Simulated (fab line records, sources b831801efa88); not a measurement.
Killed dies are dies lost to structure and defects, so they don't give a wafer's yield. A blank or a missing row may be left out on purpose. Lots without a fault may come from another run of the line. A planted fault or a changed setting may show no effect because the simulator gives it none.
fab line records | flow sky130
record lots=6 wafers=17 last_day=50
route steps=708 shown LI_CONTACT@370 PAD_OPEN@708
lots that met no fault: from a run of the same line without faults
start_h: hours from the record's first day to the start of the lot's first wafer shown | wait_h: hours since the lot's step before | " the same as in the row above | L1.1+2: a row that stands for several wafers | - no value, or no start given | * or withheld: withheld | < > ~ a bound
route shown NAME@n: a module of which the file shows steps, and the number in the route of the first | usual: mean/standard deviation of fault-free wafers | same: alike in all rows | chamber/n: place in a boat | sites: the reading at each site | _std_site: their standard deviation | _edge_site: outer sites' mean less inner sites' | radius_mm: how far each site lies from the wafer's centre | mask NAME#n: copy n | behind: the tool/chamber that last shaped the wafer | hold: why the lot was held/for how many hours/how that ended | device: the transistor (n, p or np) that didn't switch | end of line: the same wafers' tests at the end of the route | a step without rows: its recipe alone | killed: dies lost to structure and defects at the first sort, not the wafer's yield | map: a wafer's dies, x killed, . not, _ none there
set.NAME: the setting as run; set.NAME@STEP: as run at that earlier step | model.NAME: the simulator's own value behind a step, which no gauge read
lots at some steps of the route; a table a step, a row a wafer
services: from which hour (start_h, from the record's first day; less than 0 if before it) a tool's chamber was out of use, for how many hours, and why
## steps
# step SKY_LI_CONTACT_SOFTBAKE_08
# recipe temp_c=100 time_s=90 resist=KrF-thick
# step SKY_LI_CONTACT_EXPOSE_09
# recipe mask_id=LICM1 na=0.8 source_shape=annular sigma_inner=0.55 sigma_outer=0.85 target_cd_nm=170 dose_mj=38
# step SKY_LI_CONTACT_PEB_10
# recipe peb_temp_c=withheld peb_time_s=withheld resist=KrF-thick
# step SKY_LI_CONTACT_DEVELOP_11
# recipe develop_time_s=60 resist=KrF-thick dev_temp_c=21
# step SKY_LI_CONTACT_CD_MEAS_12
# recipe target_cd_nm=170
# usual cd_nm=169.8/1.1
# columns lot.wafer tool chamber start_h wait_h cd_nm
L881.2 cd_sem-02 - 691.51 - 169.1
L881.4 " - " " 167.4
L881.6 " - " " 167.2
L886.1 cd_sem-02 - 728.19 - 169.7
L886.2 " - " " 169.9
L886.4 " - " " 169.4
L890.4 cd_sem-02 - 759.15 - 170.1
L890.5 " - " " 170.3
L890.6 " - " " 170.4
L893.1 cd_sem-02 - 776.89 - 170.2
L893.3 " - " " 170.8
L893.4 " - " " 167.8
L900.3 cd_sem-02 - 831.63 - 170.8
L900.4 " - " " 170.2
L901.3 cd_sem-01 - 836.43 - 170.3
L901.4 " - " " 170.1
L901.6 " - " " 170.0
# step SKY_LI_CONTACT_OVL_MEAS_13
# usual LI_CONTACT_OVL=-5/5
# columns lot.wafer tool chamber start_h wait_h LI_CONTACT_OVL[nm]
L881.2 overlay-02 - 691.61 0.1 -7
L881.4 " - " " -8
L881.6 " - " " -8
L886.1 overlay-01 - 728.31 0.1 -1
L886.2 " - " " -3
L886.4 " - " " 1
L890.4 overlay-01 - 759.23 0.1 -2
L890.5 " - " " -7
L890.6 " - " " -7
L893.1 overlay-01 - 777.01 0.1 -1
L893.3 " - " " -10
L893.4 " - " " -11
L900.3 overlay-01 - 831.72 0.1 -12
L900.4 " - " " -6
L901.3 overlay-02 - 836.52 0.1 -9
L901.4 " - " " -6
L901.6 " - " " -4
# step SKY_LI_CONTACT_ETCH_14
# recipe chemistry=N2/H2 target=BARC ion_energy_ev=200 source_w=500 bias_w=100 pressure_mtorr=30 n2_flow_sccm=100 h2_flow_sccm=200 stop_on=SiO2 time_s=45.9 target_depth_a=600
# usual chamber_pressure_mTorr=30.003/0.026 drypump_motor_current_A=5.7/0.47 oes_product_au=0.854/0.0051 rf_fwd_power_W=495.3/2.2 throttle_valve_pct=13.224/0.0081
# columns lot.wafer tool chamber start_h wait_h chamber_pressure_mTorr drypump_motor_current_A oes_product_au rf_fwd_power_W rf_hours_counter_h throttle_valve_pct
L881.2 rie_diel-01 0 691.64 0.0 30.018 4.9 0.859 497.0 11 13.219
L881.4 " 2 " " 30.019 5.7 0.852 493.3 1 13.221
L881.6 " 3 " " 29.982 5.0 0.855 499.1 - 13.229
L886.1 rie_diel-03 0 728.34 0.0 29.982 6.2 0.850 495.0 2 13.216
L886.2 " 3 " " 30.017 6.1 0.850 492.3 13 13.234
L886.4 " 0 " " 30.032 6.2 0.856 492.4 - 13.225
L890.4 rie_diel-03 3 759.27 0.0 29.972 6.1 0.846 495.2 - 13.217
L890.5 " 0 " " 30.004 6.2 0.856 492.5 - 13.220
L890.6 " 1 " " 30.030 6.0 0.855 497.7 - 13.212
L893.1 rie_diel-03 1 777.04 0.0 29.963 6.0 0.859 497.0 11 13.221
L893.3 " 3 " " 30.001 6.1 0.852 491.9 14 13.231
L893.4 " 0 " " 30.018 6.2 0.851 491.7 3 13.208
L900.3 rie_diel-01 0 831.75 0.0 29.990 5.0 0.855 496.5 15 13.223
L900.4 " 2 " " 30.004 5.8 0.848 494.8 4 13.219
L901.3 rie_diel-03 2 836.54 0.0 30.007 6.0 0.847 495.2 2 13.215
L901.4 " 0 " " 30.062 6.2 0.852 495.3 4 13.217
L901.6 " 3 " " 29.980 6.1 0.850 495.6 - 13.229
# step SKY_LI_CONTACT_ETCH_15
# recipe target=PSG chemistry=C4F8/O2/Ar stop_on=Si taper_deg=4.15 mask_material=KrF-thick source_w=1500 bias_w=1200 pressure_mtorr=40 c4f8_flow_sccm=withheld O2_flow_sccm=6 Ar_flow_sccm=300 time_s=withheld target_depth_a=6000
# usual chamber_pressure_mTorr=40.00/0.043 oes_product_au=0.837/0.0053 rf_fwd_power_W=1493/5.1
# columns lot.wafer tool chamber start_h wait_h chamber_pressure_mTorr oes_product_au rf_fwd_power_W
L881.2 rie_diel-01 0 691.69 0.0 39.97 0.838 1483
L881.4 " 2 " " 39.98 0.840 1486
L881.6 " 3 " " 40.04 0.841 1487
L886.1 rie_diel-03 0 728.39 0.0 40.04 0.836 1482
L886.2 " 3 " " 39.97 0.837 1496
L886.4 " 0 " " 40.04 0.846 1490
L890.4 rie_diel-03 3 759.33 0.0 40.02 0.838 1493
L890.5 " 0 " " 39.96 0.836 1486
L890.6 " 1 " " 40.06 0.836 1497
L893.1 rie_diel-03 1 777.09 0.0 39.98 0.845 1499
L893.3 " 3 " " 40.03 0.840 1490
L893.4 " 0 " " 40.03 0.835 1489
L900.3 rie_diel-01 0 831.79 0.0 39.95 0.847 1493
L900.4 " 2 " " 40.00 0.830 1490
L901.3 rie_diel-03 2 836.59 0.0 40.03 0.837 1487
L901.4 " 0 " " 40.03 0.835 1491
L901.6 " 3 " " 40.00 0.834 1491
# step SKY_LI_CONTACT_STRIP_16
# recipe chemistry=O2/N2 power_w=1400 pressure_mtorr=1500 platen_temp_c=withheld o2_flow_sccm=3000 n2_flow_sccm=300 overash_fraction=0.5
# usual chamber_pressure_mTorr=1500.0/1.2 drypump_motor_current_A=5.87/0.25 oes_product_au=0.376/0.0042 strip_time_to_endpoint_s=3.51/0.032
# columns lot.wafer tool chamber start_h wait_h chamber_pressure_mTorr drypump_motor_current_A oes_product_au rf_hours_counter_h strip_time_to_endpoint_s
L881.2 plasma_asher-01 1 691.77 - 1501.0 6.00 0.374 26 3.49
L881.4 " 0 " " 1498.6 5.42 0.374 - 3.45
L881.6 " 1 " " 1500.4 6.00 0.375 - 3.49
L886.1 plasma_asher-04 1 728.47 - 1499.5 5.86 0.378 59 3.49
L886.2 " 0 " " 1499.3 5.70 0.371 59 3.52
L886.4 " 0 " " 1500.6 5.70 0.378 - 3.53
L890.4 plasma_asher-01 1 759.41 - 1500.1 5.99 0.381 - 3.55
L890.5 " 1 " " 1500.3 6.02 0.377 - 3.55
L890.6 " 0 " " 1500.5 5.45 0.377 - 3.53
L893.1 plasma_asher-04 1 777.17 - 1501.6 5.86 0.377 64 3.53
L893.3 " 0 " " 1498.7 5.69 0.380 - 3.54
L893.4 " 1 " " 1498.3 5.88 0.376 - 3.53
L900.3 plasma_asher-04 0 831.91 - 1499.8 5.70 0.374 - 3.50
L900.4 " 1 " " 1501.7 5.84 0.370 - 3.48
L901.3 plasma_asher-03 0 836.71 - 1499.8 5.98 0.373 - 3.48
L901.4 " 1 " " 1498.1 6.21 0.372 - 3.46
L901.6 " 0 " " 1498.8 5.98 0.378 - 3.53
# step SKY_LI_CONTACT_CLEAN_17
# recipe chemistry=NMP time_s=600 temp_c=60 dry=n2_spin
# step SKY_LI_CONTACT_PRE_CLEAN_18
# recipe gas=Ar time_s=5.6 bias_v=358
# step SKY_LI_CONTACT_SPUTTER_19
# recipe material=Ti target_thk_nm=20 chamber_pressure_pa=5 power_w=2500 substrate_temp_c=200 time_s=106.37
# usual throttle_valve_pct=29.6/0.85
# columns lot.wafer tool chamber start_h wait_h throttle_valve_pct
L881.2 pvd_sputter-02 - 692.08 0.0 29.6
L881.4 " - " " 30.0
L881.6 " - " " 29.5
L886.1 pvd_sputter-04 - 728.78 0.0 29.0
L886.2 " - " " 30.3
L886.4 " - " " 27.8
L890.4 pvd_sputter-03 - 759.67 0.0 30.6
L890.5 " - " " 29.8
L890.6 " - " " 28.7
L893.1 pvd_sputter-03 - 777.48 0.0 28.8
L893.3 " - " " 30.8
L893.4 " - " " 29.9
L900.3 pvd_sputter-04 - 832.18 0.0 30.5
L900.4 " - " " 29.1
L901.3 pvd_sputter-04 - 836.98 0.0 30.0
L901.4 " - " " 29.9
L901.6 " - " " 30.1
# step SKY_LI_CONTACT_SPUTTER_20
# recipe material=TiN target_thk_nm=20 chamber_pressure_pa=5 power_w=4000 time_s=80
# usual throttle_valve_pct=29.6/0.85
# columns lot.wafer tool chamber start_h wait_h throttle_valve_pct model.TiN_of_LI_CONTACT_SPUTTER_20.thk_nm
L881.2 pvd_sputter-02 - 692.16 0.0 29.6 19.99
L881.4 " - " " 30.0 19.31
L881.6 " - " " 29.7 19.97
L886.1 pvd_sputter-04 - 728.86 0.0 29.1 20.07
L886.2 " - " " 30.5 19.99
L886.4 " - " " 28.0 20.14
L890.4 pvd_sputter-03 - 759.74 0.0 30.8 20.04
L890.5 " - " " 29.6 20.1
L890.6 " - " " 28.8 20.32
L893.1 pvd_sputter-03 - 777.56 0.0 28.9 19.91
L893.3 " - " " 30.4 20.11
L893.4 " - " " 29.7 20.01
L900.3 pvd_sputter-04 - 832.26 0.0 30.4 36.3
L900.4 " - " " 29.2 36.54
L901.3 pvd_sputter-04 - 837.06 0.0 30.3 36.06
L901.4 " - " " 30.0 36.06
L901.6 " - " " 29.9 19.74
# step SKY_LI_CONTACT_CVD_21
# recipe material=W target_thk_nm=400 time_s=120.56 temp_c=400 pressure_torr=40
# usual heater_power_w=850/77
# columns lot.wafer tool chamber start_h wait_h heater_power_w
L881.2 cvd_w-01 0 692.22 0.0 814
L881.4 " 1 " " 871
L881.6 " 1 " " 869
L886.1 cvd_w-02 1 728.92 0.0 965
L886.2 " 0 " " 725
L886.4 " 1 " " 980
L890.4 cvd_w-01 1 759.85 0.1 891
L890.5 " 0 " " 828
L890.6 " 1 " " 884
L893.1 cvd_w-01 0 777.62 0.0 814
L893.3 " 1 " " 860
L893.4 " 0 " " 838
L900.3 cvd_w-02 1 832.36 0.1 944
L900.4 " 0 " " 749
L901.3 cvd_w-01 0 837.16 0.1 793
L901.4 " 1 " " 903
L901.6 " 0 " " 820
# step SKY_PAD_OPEN_PROBE_99
# usual killed_at_M0_to_M3=44/7 killed_at_M4_up=3.1/1.8 killed_at_contacts=25/5.1 killed_at_front_end=15/4.3 killed_at_other=0.3/0.61 killed_dies=87/9.8 killed_open=48/7 killed_short=38/6.3
# same gross_dies=492 killed_at_back_side=0
# columns lot.wafer tool chamber start_h wait_h killed_at_M0_to_M3 killed_at_M4_up killed_at_contacts killed_at_front_end killed_at_other killed_dies killed_open killed_short model.etest.licon_ndiff.rc_ohm model.etest.licon_poly.rc_ohm
L881.2 prober-01 - 1090.05 0.1 46 2 26 16 0 90 55 35 191.2 152.6
L881.4 prober-01 - 1090.15 0.2 38 3 24 16 1 82 46 36 189.1 152.9
L881.6 prober-01 - 1090.25 0.2 45 2 24 25 0 96 44 52 191.7 157.2
L886.1 prober-02 - 1114.07 0.1 47 3 22 15 1 88 44 43 185.7 155.3
L886.2 prober-02 - 1114.12 0.1 50 3 25 18 0 96 45 50 186.4 159.6
L886.4 prober-02 - 1114.22 0.2 27 4 27 17 0 75 47 28 186.3 157.8
L890.4 prober-02 - 1136.44 0.2 41 3 23 15 0 82 46 36 174.2 160.4
L890.5 prober-02 - 1136.49 0.2 51 5 22 9 0 87 47 39 180.1 154.2
L890.6 prober-02 - 1136.54 0.2 54 4 20 17 0 95 52 42 178 156.5
L893.1 prober-01 - 1150.87 0.1 36 6 21 14 0 77 47 30 180.6 155.1
L893.3 prober-01 - 1150.97 0.2 44 3 24 13 0 84 47 37 188.3 155.8
L893.4 prober-01 - 1151.02 0.2 44 2 24 13 0 83 43 40 193.7 156.3
L900.3 prober-02 - 1186.10 0.2 45 4 27 14 1 91 61 30 191.3 163.9
L900.4 prober-02 - 1186.15 0.2 41 3 24 13 0 81 42 39 201 162.1
L901.3 prober-01 - 1189.72 0.2 42 3 19 7 0 71 39 32 191.9 165.3
L901.4 prober-01 - 1189.77 0.2 55 2 11 9 0 77 45 32 189.2 161.2
L901.6 prober-01 - 1189.87 0.2 54 9 17 12 0 92 46 46 181.4 158.2
# killed by level:class
L881.2 CONTACT:geometric_particle:open=11 LI_CONTACT:geometric_particle:open=10 VIA1:geometric_particle:open=10 FIELD_ISO:geometric_particle:open=5 METAL1:geometric_particle:short=5 VIA2:geometric_particle:short=5 METAL1:geometric_particle:open=4 VIA1:geometric_particle:short=4
L881.4 METAL1:geometric_particle:short=10 CONTACT:geometric_particle:open=10 LI_CONTACT:geometric_particle:open=6 VIA1:geometric_particle:open=5 FIELD_ISO:geometric_particle:open=4 VIA2:geometric_particle:open=4 VIA3:geometric_particle:open=4 POLY_GATE:geometric_particle:short=3
L881.6 VIA1:geometric_particle:open=9 FIELD_ISO:geometric_particle:short=8 METAL2:geometric_particle:short=8 FIELD_ISO:geometric_particle:open=7 CONTACT:geometric_particle:open=6 CONTACT:geometric_particle:short=6 METAL1:geometric_particle:short=6 VIA2:geometric_particle:open=6
L886.1 METAL1:geometric_particle:short=9 VIA2:geometric_particle:open=8 VIA1:geometric_particle:open=8 LI_CONTACT:geometric_particle:open=8 CONTACT:geometric_particle:open=8 METAL2:geometric_particle:short=5 POLY_GATE:geometric_particle:short=4 VIA1:geometric_particle:short=4
L886.2 LOCAL_INTERCONNECT:geometric_particle:short=10 VIA2:geometric_particle:open=9 VIA1:geometric_particle:open=8 CONTACT:geometric_particle:open=7 VIA1:geometric_particle:short=7 VIA3:geometric_particle:open=6 METAL1:geometric_particle:short=5 POLY_GATE:geometric_particle:open=5
L886.4 CONTACT:geometric_particle:open=12 LI_CONTACT:geometric_particle:open=9 VIA1:geometric_particle:short=7 VIA1:geometric_particle:open=7 FIELD_ISO:geometric_particle:open=6 FIELD_ISO:geometric_particle:short=5 LOCAL_INTERCONNECT:geometric_particle:short=4 VIA3:geometric_particle:open=3
L890.4 CONTACT:geometric_particle:open=9 METAL1:geometric_particle:short=8 VIA3:geometric_particle:open=8 VIA1:geometric_particle:open=7 POLY_GATE:geometric_particle:open=5 LOCAL_INTERCONNECT:geometric_particle:short=5 FIELD_ISO:geometric_particle:open=4 VIA3:geometric_particle:short=4
L890.5 VIA2:geometric_particle:open=9 CONTACT:geometric_particle:open=8 LI_CONTACT:geometric_particle:open=7 VIA1:geometric_particle:open=7 METAL2:geometric_particle:short=6 VIA3:geometric_particle:open=6 METAL1:geometric_particle:short=5 VIA1:geometric_particle:short=5
L890.6 VIA1:geometric_particle:open=20 VIA3:geometric_particle:open=9 FIELD_ISO:geometric_particle:short=6 CONTACT:geometric_particle:open=6 METAL3:geometric_particle:short=5 POLY_GATE:geometric_particle:short=4 VIA2:geometric_particle:open=4 LI_CONTACT:geometric_particle:short=4
L893.1 LI_CONTACT:geometric_particle:open=10 VIA1:geometric_particle:open=10 FIELD_ISO:geometric_particle:short=6 METAL1:geometric_particle:short=6 VIA3:geometric_particle:open=5 VIA2:geometric_particle:open=4 LOCAL_INTERCONNECT:geometric_particle:short=4 CONTACT:geometric_particle:open=4
L893.3 VIA1:geometric_particle:open=13 CONTACT:geometric_particle:open=9 LI_CONTACT:geometric_particle:open=8 METAL2:geometric_particle:short=8 VIA3:geometric_particle:open=6 FIELD_ISO:geometric_particle:short=5 VIA1:geometric_particle:short=5 VIA2:geometric_particle:open=4
L893.4 CONTACT:geometric_particle:short=9 VIA1:geometric_particle:open=8 VIA3:geometric_particle:open=8 FIELD_ISO:geometric_particle:open=5 CONTACT:geometric_particle:open=5 VIA1:geometric_particle:short=5 VIA2:geometric_particle:open=5 VIA3:geometric_particle:short=5
L900.3 CONTACT:geometric_particle:open=10 VIA2:geometric_particle:open=10 VIA3:geometric_particle:open=9 LI_CONTACT:geometric_particle:open=8 VIA1:geometric_particle:open=7 METAL2:geometric_particle:short=6 POLY_GATE:geometric_particle:open=4 LOCAL_INTERCONNECT:geometric_particle:short=4
L900.4 CONTACT:geometric_particle:open=12 VIA1:geometric_particle:open=10 METAL2:geometric_particle:short=9 METAL1:geometric_particle:short=6 CONTACT:geometric_particle:short=5 FIELD_ISO:geometric_particle:short=4 POLY_GATE:geometric_particle:open=4 LI_CONTACT:geometric_particle:open=4
L901.3 VIA1:geometric_particle:open=12 LI_CONTACT:geometric_particle:open=10 VIA1:geometric_particle:short=6 VIA3:geometric_particle:open=6 METAL2:geometric_particle:short=5 METAL1:geometric_particle:short=4 VIA3:geometric_particle:short=3 LOCAL_INTERCONNECT:geometric_particle:short=3
L901.4 VIA1:geometric_particle:open=14 VIA3:geometric_particle:open=8 METAL1:geometric_particle:short=7 CONTACT:geometric_particle:open=6 VIA2:geometric_particle:short=6 VIA2:geometric_particle:open=6 VIA1:geometric_particle:short=5 POLY_GATE:geometric_particle:open=3
L901.6 VIA3:geometric_particle:open=11 LI_CONTACT:geometric_particle:open=8 METAL1:geometric_particle:short=8 METAL2:geometric_particle:short=8 VIA2:geometric_particle:open=6 VIA1:geometric_particle:short=6 METAL4:geometric_particle:short=6 VIA1:geometric_particle:open=5
## services
# columns tool chamber start_h hours kind
pvd_sputter-03 - 668.58 9.7 repair
cvd_w-01 - 682.67 1.3 repair
pvd_sputter-04 - 696.44 0.6 repair
plasma_asher-04 - 707.38 15.6 pm
rie_diel-03 2 714.51 40.5 repair
pvd_sputter-03 - 719.28 15.5 repair
pvd_sputter-02 - 738.38 4.9 repair
rie_diel-01 2 748.56 4.4 repair
rie_diel-03 2 755.01 - clean
rie_diel-03 2 755.01 14.3 scheduled_down
rie_diel-03 2 755.01 14.3 vent_cycle
pvd_sputter-02 - 772.08 10.3 repair
rie_diel-03 0 810.73 6.6 repair
cvd_w-01 - 826.28 0.9 repair
rie_diel-01 2 834.00 8.0 repair
## key
first_sign none at tools or gauges
model_effect step=SKY_LI_CONTACT_SPUTTER_20 value=TiN_of_LI_CONTACT_SPUTTER_20.thk_nm without=19.8 struck=36.24
model_effect step=SKY_PAD_OPEN_PROBE_99 value=etest.licon_ndiff.rc_ohm without=181.7 struck=193.3
met_at SKY_LI_CONTACT_SPUTTER_20
struck_wafers L900.3,L900.4,L901.3,L901.4
tester_left_out L900,L901
onset_between 728.86 832.26
fault kind=process_parameter_drift tool=pvd_sputter-04 chamber=- onset_h=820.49 steps=SKY_LI_CONTACT_SPUTTER_20 channel=target_thk_nm offset=16.443 shape=step end_h=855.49 scope=struck_wafers_only acts_in=these_recipes_only stated=20
# tester_left_out: of these lots the tester's yield and bins aren't shown, on N5 and GAA mostly nor the transistor test; their killed dies are dies lost to structure and defects alone, not to doping, threshold or leakage, so they don't give the yield
